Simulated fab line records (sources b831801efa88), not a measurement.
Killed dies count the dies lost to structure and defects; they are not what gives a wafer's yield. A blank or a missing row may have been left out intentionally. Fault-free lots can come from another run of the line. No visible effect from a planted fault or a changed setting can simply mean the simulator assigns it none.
Which tool did it?	flow sky130	11 lots with 33 wafers sampled at 4 steps, on a route of 708 steps

== WHAT EACH GAUGE READ, for each wafer ==
SKY_VIA4_THK_MEAS_01.
lot	measured	on	VIA4_HDPCVD_THK (nm)
L915	day 41 10:49	filmMetro-02	1764 1776 1776
L919	day 43 19:32	filmMetro-04	1744 1742 1753
L921	day 44 00:08	filmMetro-02	1726 1732 1731
L922	day 44 02:22	filmMetro-04	1743 1739 1729
L924	day 44 11:36	filmMetro-04	1755 1746 1739
L927	day 45 12:59	filmMetro-03	1753 1726 1749
L931	day 46 07:50	filmMetro-03	1970 1975 1957
L932	day 46 10:43	filmMetro-03	1963 1966 1962
L934	day 47 01:44	filmMetro-04	1971 1955 1969
L935	day 47 03:39	filmMetro-04	1750 1724 1736
L937	day 47 11:16	filmMetro-03	1751 1724 1706

SKY_VIA4_OVL_MEAS_11.
lot	measured	on	VIA4_OVL (nm)
L915	day 42 11:51	overlay-02	0.6 0.1 -0.9
L919	day 44 17:40	overlay-01	2.0 2.5 -0.5
L921	day 44 21:12	overlay-02	-0.4 -0.2 -0.8
L922	day 45 00:03	overlay-02	2.4 1.7 2.2
L924	day 45 07:15	overlay-01	-0.8 -0.7 -0.1
L927	day 46 09:48	overlay-01	2.0 0.7 2.3
L931	day 47 04:07	overlay-01	-1.5 -4.0 -0.9
L932	day 47 07:10	overlay-02	-0.2 -0.8 1.1
L934	day 47 21:42	overlay-02	0.6 1.1 0.4
L935	day 47 23:24	overlay-02	0.4 1.1 0.0
L937	day 48 06:01	overlay-02	-0.3 0.4 0.6

== WHICH TOOL RAN EACH LOT (tool, then ch and the chambers of the sampled wafers, then the start) ==
lot	SKY_VIA3_CMP_24	SKY_VIA4_HDPCVD_00
L915	cmp-02 ch 0,1,2, day 39 09:08	hdpcvd-01 ch 0,1,2, day 41 10:37
L919	cmp-01 ch 1,2, day 41 18:08	hdpcvd-01 ch 0,1,2, day 43 19:25
L921	cmp-02 ch 0,1,3, day 42 00:41	hdpcvd-02 ch 1,2, day 43 23:56
L922	cmp-02 ch 1,2,3, day 42 02:32	hdpcvd-01 ch 1,2, day 44 02:11
L924	cmp-02 ch 1,2, day 42 12:19	hdpcvd-01 ch 0,1,2, day 44 11:25
L927	cmp-01 ch 0,1,3, day 43 17:51	hdpcvd-01 ch 1,2, day 45 12:49
L931	cmp-01 ch 0,1, day 44 11:27	hdpcvd-01 ch 0,1,2, day 46 07:43
L932	cmp-01 ch 0,1,2, day 44 14:46	hdpcvd-01 ch 0,1,2, day 46 10:35
L934	cmp-02 ch 0,1,2, day 45 06:47	hdpcvd-01 ch 0,1, day 47 01:34
L935	cmp-02 ch 0,2,3, day 45 07:47	hdpcvd-02 ch 0,1, day 47 03:28
L937	cmp-01 ch 0,1,2, day 45 16:54	hdpcvd-02 ch 0,1,2, day 47 11:05
- SKY_VIA3_CMP_24: polishes, stops on SiO2, t overpolish 20 s, target thk 0 nm.
- SKY_VIA4_HDPCVD_00: deposits SiO2, target thk 1750 nm, time 291.7 s.

== WHAT THE TOOLS THEMSELVES READ (means of the sampled wafers that have a number; where no wafer has one, the mark that the record gives instead) ==
SKY_VIA3_CMP_24.
lot	tool	edgeZonePressureFrac	motorCurrentA (A)	overpolishRunS (s)	platenRpm (rpm)	timeToEndpointS (s)
L915	cmp-02	1.002	11.3	20.004	60.02	90
L919	cmp-01	1.002	11.9	19.999	60.00	96
L921	cmp-02	1.002	11.9	19.988	60.01	91
L922	cmp-02	0.999	11.5	20.001	60.02	97
L924	cmp-02	0.996	11.4	20.005	59.99	92
L927	cmp-01	1.003	10.3	19.996	60.01	91
L931	cmp-01	0.998	11.4	19.990	60.00	99
L932	cmp-01	1.004	11.2	19.979	59.96	96
L934	cmp-02	0.996	11.8	20.011	59.97	95
L935	cmp-02	1.002	11.6	20.005	59.98	93
L937	cmp-01	1.001	11.0	19.999	59.98	97

SKY_VIA4_HDPCVD_00.
lot	tool	runLengthS (s)	sih4FlowSccm (sccm)
L915	hdpcvd-01	320.0	59.90
L919	hdpcvd-01	319.7	60.04
L921	hdpcvd-02	319.0	59.87
L922	hdpcvd-01	319.7	60.07
L924	hdpcvd-01	320.0	60.09
L927	hdpcvd-01	320.3	59.90
L931	hdpcvd-01	354.4	60.05
L932	hdpcvd-01	354.2	60.03
L934	hdpcvd-01	354.6	59.97
L935	hdpcvd-02	319.7	59.75
L937	hdpcvd-02	319.0	59.97

== THE ANSWER, worked out from the rows above alone ==
Rule: the lots themselves supply what counts as usual. Put in order of their means at a reading, lots are off if they are a third of the lots or fewer, leave a main group of 4 or more, and stand apart from it by a gap of 3 or more times the standard deviation of the main group's means; of several such gaps the widest counts. A main group is skipped when, at the precision printed for the reading in the tables above, its means are all equal. A lot without any number at a reading at which 4 lots or more have one is off too. Where the step has rows for the other lots, those lots are counted as sound. First the gauges in route order, then the tools' own readings, where a lot's mean is used as printed above. At the first step where some lot is off, the reading lying furthest off is the one used; lots without a number count as furthest.
Off: at SKY_VIA4_THK_MEAS_01 (VIA4_HDPCVD_THK), L931, L932, L934. For the main group the mean is 1742 nm and the standard deviation 13.
If a tool, at a process step before that reading, ran all the lots that are off and no sound lot after the first of them, it fits. The gauges at SKY_VIA4_THK_MEAS_01 aren't tried: what is off there is off at SKY_VIA4_HDPCVD_00 too, on other tools, and a gauge's error can't cause that. One fits: SKY_VIA4_HDPCVD_00 on hdpcvd-01. A fault onset in the window from L927 (day 45 12:49, its last sound lot) to L931 (day 46 07:43, its first lot off) fits.
On the lots that are off, the tool's own readings at SKY_VIA4_HDPCVD_00 differ by more than 5 times the standard deviation of the sound lots' means, which bears it out; runLengthS reads 354.4 s there versus 319.7 s on the sound lots.

== WHAT HAD BEEN PUT IN BY THE SIMULATOR ==
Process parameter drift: hdpcvd-01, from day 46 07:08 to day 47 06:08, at SKY_VIA4_HDPCVD_00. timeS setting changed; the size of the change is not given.
Struck lots among those shown: L931, L932, L934. The rule above found the same.
